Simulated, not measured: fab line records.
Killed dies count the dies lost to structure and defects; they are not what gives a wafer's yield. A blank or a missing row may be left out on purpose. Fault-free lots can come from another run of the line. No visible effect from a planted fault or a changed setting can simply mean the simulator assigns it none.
A single fault, viewed from 2 desks + flow sky130 + numbers are kept per desk, each desk with only its own; the story behind them comes last

## AT THE METROLOGY DESK
What the gauges read, lot by lot, whatever tool the lot ran on: means of the sampled wafers that have a number. If a lot's mean is further than 4 standard deviations from the usual mean, the lot is out of limits and carries the mark OUT (the distance appears in the brackets).
Columns: A = VIA1_W_RS at SKY_VIA1_RS_MEAS_22, usual 0.432 ohm/sq; B = VIA1_W_THK at SKY_VIA1_THK_MEAS_23, usual 269 nm; C = METAL2_ALCU_RS at SKY_METAL2_RS_MEAS_05, usual 0.1272 ohm/sq; D = METAL2_ALCU_THK at SKY_METAL2_THK_MEAS_06, usual 251.1 nm; E = cdNm at SKY_METAL2_CD_MEAS_15, usual 139.7 nm; F = METAL2_OVL at SKY_METAL2_OVL_MEAS_16, usual -1 nm
| lot  | first seen here | A     | B   | C      | D     | E     | F   |
|------|-----------------|-------|-----|--------|-------|-------|-----|
| L745 | day 33 18:35    | 0.430 | 268 | 0.1290 | 249.8 | 139.2 | -5  |
| L757 | day 38 01:54    | 0.435 | 264 | 0.1258 | 252.9 | 137.6 | 4   |
| L760 | day 38 19:30    | 0.432 | 266 | 0.1305 | 245.4 | 138.7 | 1   |
| L766 | day 40 20:50    | 0.430 | 270 | 0.1255 | 254.4 | 140.8 | -5  |
| L768 | day 41 06:13    | 0.433 | 269 | 0.1269 | 250.7 | 138.7 | -11 |
This desk's finding: nothing out of limits on any of the 5 lots.

## DESK OF THE TOOL OWNER: pvdSputter-02
At SKY_METAL2_SPUTTER_04 (material TiN, target thk 70 nm, time 58.3 s) the tool's own readings: per lot run on this tool, the mean of the sampled wafers that have a number. If a lot's mean is further than 4 standard deviations from the usual mean, the lot is out of limits and carries the mark OUT (the distance appears in the brackets).
Columns: A = throttleValvePct at SKY_METAL2_SPUTTER_04, usual 29.8 %
| lot  | first seen here | A    |
|------|-----------------|------|
| L757 | day 38 02:28    | 30.0 |
| L766 | day 40 21:23    | 30.4 |
This desk's finding: nothing out of limits on any of the 2 lots.

## TAKEN TOGETHER
Metrology desk: nothing out of limits seen.
The desk of the tool owner found nothing out of limits.

## WHAT THE SIMULATOR PUT IN
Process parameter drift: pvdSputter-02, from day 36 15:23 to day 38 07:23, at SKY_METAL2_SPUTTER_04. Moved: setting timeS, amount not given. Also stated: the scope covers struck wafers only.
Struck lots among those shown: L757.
